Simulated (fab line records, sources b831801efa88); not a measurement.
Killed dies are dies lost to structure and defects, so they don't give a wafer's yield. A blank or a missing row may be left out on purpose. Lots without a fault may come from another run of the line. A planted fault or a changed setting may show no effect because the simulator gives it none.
fab line records | flow sky130
record lots=6 wafers=18 last_day=48
route steps=708 shown VT_ADJUST_NCORE@128 VT_ADJUST_HVTR@131 PAD_OPEN@708
lots that met no fault: from a run of the same line without faults
start_h: hours from the record's first day to the start of the lot's first wafer shown | wait_h: hours since the lot's step before | " the same as in the row above | L1.1+2: a row that stands for several wafers | - no value, or no start given | * or withheld: withheld | < > ~ a bound
route shown NAME@n: a module of which the file shows steps, and the number in the route of the first | usual: mean/standard deviation of fault-free wafers | same: alike in all rows | chamber/n: place in a boat | sites: the reading at each site | _std_site: their standard deviation | _edge_site: outer sites' mean less inner sites' | radius_mm: how far each site lies from the wafer's centre | mask NAME#n: copy n | behind: the tool/chamber that last shaped the wafer | hold: why the lot was held/for how many hours/how that ended | device: the transistor (n, p or np) that didn't switch | end of line: the same wafers' tests at the end of the route | a step without rows: its recipe alone | killed: dies lost to structure and defects at the first sort, not the wafer's yield | map: a wafer's dies, x killed, . not, _ none there
set.NAME: the setting as run; set.NAME@STEP: as run at that earlier step | model.NAME: the simulator's own value behind a step, which no gauge read
lots at some steps of the route; a table a step, a row a wafer
services: from which hour (start_h, from the record's first day; less than 0 if before it) a tool's chamber was out of use, for how many hours, and why
## steps
# step SKY_VT_ADJUST_NCORE_IMPLANT_09
# recipe species=B energy_kev=10 dose_cm2=2.4e+12 tilt_deg=withheld
# step SKY_VT_ADJUST_NCORE_STRIP_10
# recipe chemistry=O2/N2 power_w=1400 pressure_mtorr=1500 platen_temp_c=withheld o2_flow_sccm=3000 n2_flow_sccm=300 overash_fraction=0.5
# usual drypump_motor_current_A=6.0/0.43 oes_product_au=0.716/0.0049 strip_time_to_endpoint_s=14.19/0.037
# columns lot.wafer tool chamber start_h wait_h drypump_motor_current_A oes_product_au rf_hours_counter_h strip_time_to_endpoint_s
L526.1 plasma_asher-04 0 184.92 0.1 5.2 0.723 50 14.14
L526.4 " 0 " " 5.1 0.711 - 14.13
L526.5 " 0 " " 5.2 0.710 - 14.17
L529.1 plasma_asher-03 0 207.25 0.1 6.5 0.721 53 14.19
L529.4 " 1 " " 6.1 0.717 - 14.22
L529.5 " 0 " " 6.5 0.720 - 14.22
L530.1 plasma_asher-02 0 215.31 0.1 5.9 0.718 10 14.19
L530.2 " 1 " " 5.9 0.715 10 14.22
L530.6 " 1 " " 5.9 0.718 - 14.20
L531.1 plasma_asher-02 0 221.91 0.1 5.9 0.718 10 14.21
L531.3 " 1 " " 5.9 0.714 - 14.22
L531.4 " 0 " " 5.9 0.713 - 14.27
L539.1 plasma_asher-02 0 272.17 0.1 5.9 0.717 15 14.20
L539.4 " 1 " " 5.9 0.712 - 14.19
L539.5 " 0 " " 5.9 0.717 - 14.17
L540.3 plasma_asher-02 1 278.19 0.1 5.9 0.717 - 14.18
L540.4 " 0 " " 5.9 0.722 - 14.16
L540.6 " 0 " " 5.9 0.725 - 14.17
# step SKY_VT_ADJUST_NCORE_TW_MEAS_11
# usual VT_ADJUST_NCORE_TW=220.0/1.5
# columns lot.wafer tool chamber start_h wait_h VT_ADJUST_NCORE_TW
L526.1 film_metro-02 - 185.02 0.1 220.0
L526.4 " - " " 222.3
L526.5 " - " " 219.7
L529.1 film_metro-01 - 207.35 0.1 221.6
L529.4 " - " " 220.1
L529.5 " - " " 221.3
L530.1 film_metro-04 - 215.41 0.1 217.7
L530.2 " - " " 217.5
L530.6 " - " " 215.8
L531.1 film_metro-04 - 222.01 0.1 217.6
L531.3 " - " " 217.8
L531.4 " - " " 217.4
L539.1 film_metro-01 - 272.27 0.1 219.9
L539.4 " - " " 221.2
L539.5 " - " " 220.1
L540.3 film_metro-04 - 278.28 0.1 218.9
L540.4 " - " " 219.7
L540.6 " - " " 219.2
# step SKY_VT_ADJUST_HVTR_DEHYDRATE_00
# recipe temp_c=200 time_s=60
# step SKY_VT_ADJUST_HVTR_HMDS_01
# recipe prime_time_s=60 prime_temp_c=120
# step SKY_VT_ADJUST_HVTR_COAT_02
# recipe resist=NOVOLAK spin_rpm=3000 resist_thk_nm=1140
# step SKY_VT_ADJUST_HVTR_SOFTBAKE_03
# recipe temp_c=90 time_s=60 resist=NOVOLAK
# step SKY_VT_ADJUST_HVTR_EXPOSE_04
# recipe mask_id=HVTRM target_cd_nm=380 na=0.6 source_shape=conventional sigma_outer=0.6 dose_mj=150
# step SKY_VT_ADJUST_HVTR_PEB_05
# recipe temp_c=withheld time_s=* resist=NOVOLAK
# step SKY_VT_ADJUST_HVTR_DEVELOP_06
# recipe develop_time_s=61.77 dev_temp_c=23
# step SKY_VT_ADJUST_HVTR_CD_MEAS_07
# recipe target_cd_nm=380
# usual cd_nm=380.0/1.9
# columns lot.wafer tool chamber start_h wait_h cd_nm
L526.1 cd_sem-01 - 205.96 0.1 379.0
L526.4 " - " " 380.1
L526.5 " - " " 379.7
L529.1 cd_sem-01 - 228.96 0.1 379.6
L529.4 " - " " 379.2
L529.5 " - " " 379.6
L530.1 cd_sem-01 - 237.39 0.1 382.2
L530.2 " - " " 383.7
L530.6 " - " " 382.3
L531.1 cd_sem-02 - 244.94 0.1 377.1
L531.3 " - " " 374.5
L531.4 " - " " 380.2
L539.1 cd_sem-02 - 296.31 0.1 378.1
L539.4 " - " " 379.8
L539.5 " - " " 380.4
L540.3 cd_sem-01 - 302.20 0.1 377.9
L540.4 " - " " 379.9
L540.6 " - " " 380.3
# step SKY_VT_ADJUST_HVTR_OVL_MEAS_08
# usual VT_ADJUST_HVTR_OVL=0.4/1.7
# columns lot.wafer tool chamber start_h wait_h VT_ADJUST_HVTR_OVL[nm]
L526.1 overlay-02 - 206.08 0.1 1.2
L526.4 " - " " 0.5
L526.5 " - " " -1.6
L529.1 overlay-02 - 229.08 0.1 0.7
L529.4 " - " " -0.4
L529.5 " - " " 0.7
L530.1 overlay-02 - 237.51 0.1 -1.5
L530.2 " - " " -0.4
L530.6 " - " " -1.9
L531.1 overlay-02 - 245.06 0.1 3.7
L531.3 " - " " 2.8
L531.4 " - " " 2.7
L539.1 overlay-02 - 296.43 0.1 0.4
L539.4 " - " " -0.3
L539.5 " - " " -1.5
L540.3 overlay-02 - 302.29 0.1 1.8
L540.4 " - " " 2.2
L540.6 " - " " 2.3
# step SKY_VT_ADJUST_HVTR_IMPLANT_09
# recipe species=B energy_kev=10 dose_cm2=2.1e+12 tilt_deg=withheld
# usual beam_energy_keV=10.000/0.0034 dose_ions_cm2=2.1002e+12/2.3e+09 faraday_current_uA=11.84/0.22
# same implant_ion_amu=11
# columns lot.wafer tool chamber start_h wait_h beam_energy_keV dose_ions_cm2 faraday_current_uA
L526.1 implanter-02 0 206.12 0.0 10.005 2.1028e+12 11.82
L526.4 " 0 " " 10.000 2.1025e+12 11.80
L526.5 " 0 " " 9.997 2.1038e+12 11.91
L529.1 implanter-04 0 229.12 0.0 10.003 2.1005e+12 12.07
L529.4 " 0 " " 9.999 2.0999e+12 11.87
L529.5 " 0 " " 10.000 2.1013e+12 11.53
L530.1 implanter-02 0 237.55 0.0 9.997 1.2516e+12 7.14
L530.2 " 0 " " 9.994 1.2507e+12 6.99
L530.6 " 0 " " 10.000 1.2558e+12 7.11
L531.1 implanter-02 0 245.10 0.0 9.997 1.2513e+12 7.00
L531.3 " 0 " " 10.002 1.2538e+12 6.91
L531.4 " 0 " " 9.999 1.2529e+12 7.05
L539.1 implanter-01 0 296.47 0.0 9.999 2.1012e+12 11.62
L539.4 " 0 " " 10.003 2.0981e+12 11.53
L539.5 " 0 " " 10.000 2.0983e+12 12.03
L540.3 implanter-01 0 302.37 0.1 10.005 2.0995e+12 12.06
L540.4 " 0 " " 10.001 2.099e+12 11.56
L540.6 " 0 " " 9.997 2.1014e+12 11.95
# step SKY_VT_ADJUST_HVTR_STRIP_10
# recipe chemistry=O2/N2 power_w=1400 pressure_mtorr=1500 platen_temp_c=withheld o2_flow_sccm=3000 n2_flow_sccm=300 overash_fraction=0.5
# usual drypump_motor_current_A=5.6/0.43 oes_product_au=0.715/0.0046 strip_time_to_endpoint_s=14.18/0.045
# columns lot.wafer tool chamber start_h wait_h drypump_motor_current_A oes_product_au rf_hours_counter_h strip_time_to_endpoint_s
L526.1 plasma_asher-02 0 206.27 0.1 5.9 0.717 9 14.21
L526.4 " 1 " " 5.9 0.724 - 14.16
L526.5 " 1 " " 5.9 0.714 - 14.15
L529.1 plasma_asher-01 0 229.27 0.1 5.5 0.713 46 14.26
L529.4 " 0 " " 5.5 0.721 - 14.27
L529.5 " 0 " " 5.5 0.716 - 14.30
L530.1 plasma_asher-01 1 237.70 0.1 5.2 0.704 47 14.18
L530.2 " 0 " " 5.5 0.721 47 14.21
L530.6 " 0 " " 5.5 0.712 - 14.21
L531.1 plasma_asher-01 0 245.25 0.1 5.5 0.719 48 14.22
L531.3 " 0 " " 5.5 0.718 - 14.18
L531.4 " 1 " " 5.2 0.714 - 14.22
L539.1 plasma_asher-04 1 296.62 0.1 6.4 0.714 60 14.15
L539.4 " 0 " " 5.2 0.713 - 14.16
L539.5 " 0 " " 5.1 0.710 - 14.15
L540.3 plasma_asher-01 0 302.50 0.1 5.5 0.712 - 14.18
L540.4 " 1 " " 5.2 0.721 - 14.18
L540.6 " 1 " " 5.2 0.715 - 14.14
# step SKY_VT_ADJUST_HVTR_TW_MEAS_11
# usual VT_ADJUST_HVTR_TW=210.5/1.8
# columns lot.wafer tool chamber start_h wait_h hold VT_ADJUST_HVTR_TW
L526.1 film_metro-01 - 206.37 0.1 - 213.0
L526.4 " - " " - 212.5
L526.5 " - " " - 213.8
L529.1 film_metro-03 - 229.37 0.1 - 209.0
L529.4 " - " " - 207.5
L529.5 " - " " - 208.8
L530.1 film_metro-01 - 237.80 0.1 await_dispo/0.2h/release 184.3
L530.2 " - " " await_dispo/0.2h/release 184.9
L530.6 " - " " await_dispo/0.2h/release 183.6
L530.1 film_metro-01 - 238.02 0.2 - 183.8
L530.2 " - " " - 184.4
L530.6 " - " " - 183.9
L531.1 film_metro-03 - 245.35 0.1 await_dispo/0.2h/release 179.5
L531.3 " - " " await_dispo/0.2h/release 179.2
L531.4 " - " " await_dispo/0.2h/release 179.6
L531.1 film_metro-03 - 245.57 0.2 - 179.1
L531.3 " - " " - 178.9
L531.4 " - " " - 179.1
L539.1 film_metro-03 - 296.72 0.1 - 208.7
L539.4 " - " " - 208.9
L539.5 " - " " - 209.3
L540.3 film_metro-01 - 302.59 0.1 - 212.9
L540.4 " - " " - 212.3
L540.6 " - " " - 212.0
# step SKY_PAD_OPEN_PROBE_99
# usual killed_at_M0_to_M3=43/6.8 killed_at_M4_up=3.1/1.6 killed_at_contacts=24/5.4 killed_at_front_end=16/4.4 killed_at_other=0.2/0.48 killed_dies=87/8.8 killed_open=48/6.4 killed_short=39/6.2
# same gross_dies=492 killed_at_back_side=0
# columns lot.wafer tool chamber start_h wait_h killed_at_M0_to_M3 killed_at_M4_up killed_at_contacts killed_at_front_end killed_at_other killed_dies killed_open killed_short model.etest.pfet_01v8_mvt.drive_ua_um model.etest.pfet_01v8_mvt.off_log10_a_um model.etest.pfet_01v8_mvt.vt_sat_v model.etest.pfet_01v8_mvt.vt_v model.etest.pfet_01v8_mvt.vt_long_v
L526.1 prober-01 - 1078.46 0.1 40 2 29 20 0 91 46 45 149.3 -10.82 -0.5711 -0.6584 -0.866
L526.4 prober-01 - 1078.61 0.2 49 4 25 21 0 99 47 52 148.5 -10.92 -0.5779 -0.6616 -0.863
L526.5 prober-01 - 1078.66 0.2 39 5 20 17 0 81 33 48 150 -10.7 -0.5716 -0.6589 -0.866
L529.1 prober-02 - 1101.12 0.1 43 4 23 12 0 82 42 40 153.8 -10.6 -0.5711 -0.6546 -0.8607
L529.4 prober-02 - 1101.27 0.2 46 4 31 12 1 94 52 42 154.6 -10.74 -0.58 -0.6614 -0.8647
L529.5 prober-02 - 1101.32 0.2 43 2 18 16 1 80 40 40 154.3 -10.62 -0.5689 -0.6551 -0.8587
L531.1 prober-01 - 1116.41 0.1 47 6 26 11 0 90 48 42 136.3 -12.32 -0.6991 -0.7663 -0.9641
L531.3 prober-01 - 1116.51 0.2 52 4 20 9 0 85 56 29 137 -12.35 -0.7004 -0.7682 -0.9639
L531.4 prober-01 - 1116.56 0.2 44 1 24 12 1 82 49 33 132.1 -12.36 -0.7087 -0.7729 -0.9665
L530.1 prober-02 - 1118.58 0.1 37 3 20 15 1 76 39 37 142.1 -11.83 -0.655 -0.7239 -0.9258
L530.2 prober-02 - 1118.63 0.1 42 3 29 15 0 89 40 49 141.1 -11.89 -0.664 -0.7321 -0.9265
L530.6 prober-02 - 1118.83 0.2 49 1 15 10 0 75 39 36 142.6 -11.97 -0.6565 -0.7301 -0.9282
L539.1 prober-02 - 1151.69 0.1 37 5 22 19 0 83 45 38 156.1 -10.09 -0.5366 -0.6322 -0.8446
L539.4 prober-02 - 1151.84 0.2 45 5 19 15 1 85 48 37 151.5 -10.31 -0.5475 -0.6365 -0.8462
L539.5 prober-02 - 1151.89 0.2 36 0 21 10 1 68 37 31 152.9 -10.32 -0.5409 -0.6325 -0.8426
L540.3 prober-01 - 1157.92 0.2 48 4 24 12 0 88 54 34 151 -10.79 -0.5767 -0.66 -0.8685
L540.4 prober-01 - 1157.97 0.2 42 2 15 18 0 77 46 31 144.6 -11 -0.5928 -0.6687 -0.87
L540.6 prober-01 - 1158.07 0.2 56 3 20 12 0 91 49 42 144.8 -11.05 -0.5914 -0.6679 -0.8718
# killed by level:class
L526.1 METAL2:geometric_particle:short=8 POLY_GATE:geometric_particle:open=7 CONTACT:geometric_particle:short=7 LI_CONTACT:geometric_particle:open=6 LOCAL_INTERCONNECT:geometric_particle:short=6 CONTACT:geometric_particle:open=6 VIA3:geometric_particle:open=6 FIELD_ISO:geometric_particle:open=4
L526.4 FIELD_ISO:geometric_particle:open=10 VIA3:geometric_particle:open=7 CONTACT:geometric_particle:open=7 CONTACT:geometric_particle:short=7 METAL1:geometric_particle:short=6 VIA1:geometric_particle:short=6 METAL2:geometric_particle:short=6 VIA2:geometric_particle:open=6
L526.5 METAL2:geometric_particle:short=11 FIELD_ISO:geometric_particle:short=8 CONTACT:geometric_particle:open=7 VIA1:geometric_particle:short=7 VIA2:geometric_particle:open=6 CONTACT:geometric_particle:short=5 VIA1:geometric_particle:open=5 VIA3:geometric_particle:open=5
L529.1 METAL1:geometric_particle:short=10 CONTACT:geometric_particle:short=7 CONTACT:geometric_particle:open=7 VIA2:geometric_particle:open=7 LI_CONTACT:geometric_particle:open=6 VIA1:geometric_particle:open=6 VIA3:geometric_particle:open=6 POLY_GATE:geometric_particle:open=4
L529.4 CONTACT:geometric_particle:open=16 METAL1:geometric_particle:short=8 LI_CONTACT:geometric_particle:open=7 VIA3:geometric_particle:open=7 VIA1:geometric_particle:open=6 METAL3:geometric_particle:short=6 VIA1:geometric_particle:short=5 FIELD_ISO:geometric_particle:open=4
L529.5 METAL1:geometric_particle:short=10 LI_CONTACT:geometric_particle:open=9 VIA1:geometric_particle:open=7 VIA1:geometric_particle:short=6 FIELD_ISO:geometric_particle:open=5 CONTACT:geometric_particle:open=5 POLY_GATE:geometric_particle:short=4 METAL3:geometric_particle:short=4
L531.1 VIA1:geometric_particle:open=12 CONTACT:geometric_particle:open=10 LI_CONTACT:geometric_particle:open=7 POLY_GATE:geometric_particle:short=6 VIA2:geometric_particle:open=6 METAL4:geometric_particle:short=5 VIA2:geometric_particle:short=4 LI_CONTACT:geometric_particle:short=4
L531.3 VIA1:geometric_particle:open=20 CONTACT:geometric_particle:open=7 VIA3:geometric_particle:open=6 LI_CONTACT:geometric_particle:open=6 METAL1:geometric_particle:short=5 VIA2:geometric_particle:open=4 METAL4:geometric_particle:short=4 FIELD_ISO:geometric_particle:open=3
L531.4 VIA1:geometric_particle:open=12 LI_CONTACT:geometric_particle:open=8 METAL2:geometric_particle:short=7 CONTACT:geometric_particle:open=7 POLY_GATE:geometric_particle:open=5 VIA1:geometric_particle:short=5 VIA2:geometric_particle:open=5 VIA3:geometric_particle:open=5
L530.1 VIA1:geometric_particle:open=11 METAL1:geometric_particle:short=8 CONTACT:geometric_particle:open=7 FIELD_ISO:geometric_particle:open=5 VIA2:geometric_particle:open=5 LI_CONTACT:geometric_particle:open=5 CONTACT:geometric_particle:short=4 METAL2:geometric_particle:short=4
L530.2 CONTACT:geometric_particle:open=12 METAL2:geometric_particle:short=9 VIA1:geometric_particle:open=7 LI_CONTACT:geometric_particle:short=6 POLY_GATE:geometric_particle:short=5 VIA1:geometric_particle:short=5 METAL3:geometric_particle:short=5 LI_CONTACT:geometric_particle:open=4
L530.6 VIA1:geometric_particle:open=12 VIA2:geometric_particle:open=7 CONTACT:geometric_particle:open=6 METAL1:geometric_particle:short=6 METAL2:geometric_particle:short=5 VIA1:geometric_particle:short=5 LI_CONTACT:geometric_particle:open=4 METAL2:geometric_particle:open=4
L539.1 CONTACT:geometric_particle:open=12 VIA1:geometric_particle:open=8 VIA2:geometric_particle:open=7 POLY_GATE:geometric_particle:open=4 POLY_GATE:geometric_particle:short=4 SPACER:geometric_particle:short=4 LI_CONTACT:geometric_particle:open=4 METAL2:geometric_particle:short=4
L539.4 VIA1:geometric_particle:open=12 CONTACT:geometric_particle:open=10 METAL2:geometric_particle:short=6 VIA2:geometric_particle:open=6 VIA3:geometric_particle:open=5 POLY_GATE:geometric_particle:short=4 POLY_GATE:geometric_particle:open=4 VIA1:geometric_particle:short=4
L539.5 CONTACT:geometric_particle:open=9 LI_CONTACT:geometric_particle:open=7 VIA3:geometric_particle:open=7 VIA1:geometric_particle:short=6 METAL2:geometric_particle:short=5 VIA2:geometric_particle:open=4 VIA1:geometric_particle:open=4 FIELD_ISO:geometric_particle:short=3
L540.3 VIA1:geometric_particle:open=17 CONTACT:geometric_particle:open=10 VIA3:geometric_particle:open=7 VIA2:geometric_particle:open=6 CONTACT:geometric_particle:short=5 VIA1:geometric_particle:short=5 VIA3:geometric_particle:short=5 FIELD_ISO:geometric_particle:open=4
L540.4 VIA1:geometric_particle:open=10 VIA1:geometric_particle:short=7 VIA2:geometric_particle:open=7 CONTACT:geometric_particle:open=6 FIELD_ISO:geometric_particle:open=5 POLY_GATE:geometric_particle:open=4 LI_CONTACT:geometric_particle:open=4 METAL1:geometric_particle:short=4
L540.6 VIA1:geometric_particle:open=15 LI_CONTACT:geometric_particle:open=9 VIA3:geometric_particle:short=7 FIELD_ISO:geometric_particle:short=6 VIA2:geometric_particle:open=5 VIA2:geometric_particle:short=5 VIA3:geometric_particle:open=5 FIELD_ISO:geometric_particle:open=4
## services
# columns tool chamber start_h hours kind
plasma_asher-02 - 193.56 0.6 repair
plasma_asher-04 - 201.56 1.4 repair
plasma_asher-04 - 205.25 5.7 repair
implanter-01 - 226.49 2.2 repair
implanter-04 - 258.09 2.3 repair
plasma_asher-03 - 260.79 0.9 repair
implanter-04 - 261.85 107.5 pm
implanter-02 - 286.46 3.3 pm
## key
first_sign step=SKY_VT_ADJUST_HVTR_IMPLANT_09 reading=dose_ions_cm2 direction=down sigmas=99+ usual=* struck=*
effect step=SKY_VT_ADJUST_HVTR_IMPLANT_09 reading=faraday_current_uA direction=down sigmas=22 usual=11.84 struck=7.03
effect step=SKY_VT_ADJUST_HVTR_TW_MEAS_11 reading=visit direction=added
effect step=SKY_VT_ADJUST_HVTR_TW_MEAS_11 reading=VT_ADJUST_HVTR_TW direction=down sigmas=16 usual=210.5 struck=181.9
model_effect step=SKY_PAD_OPEN_PROBE_99 value=etest.pfet_01v8_mvt.drive_ua_um without=154.4 struck=138.5
met_at SKY_VT_ADJUST_HVTR_IMPLANT_09
struck_wafers L530.1,L530.2,L530.6,L531.1,L531.3,L531.4
tester_left_out L530,L531
onset_between 206.12 237.55
fault kind=process_parameter_drift tool=implanter-02 chamber=- onset_h=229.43 steps=SKY_VT_ADJUST_HVTR_IMPLANT_09 channel=dose_cm2 offset=* shape=step end_h=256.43 acts_in=* stated=*
# tester_left_out: of these lots the tester's yield and bins aren't shown, on N5 and GAA mostly nor the transistor test; their killed dies are dies lost to structure and defects alone, not to doping, threshold or leakage, so they don't give the yield
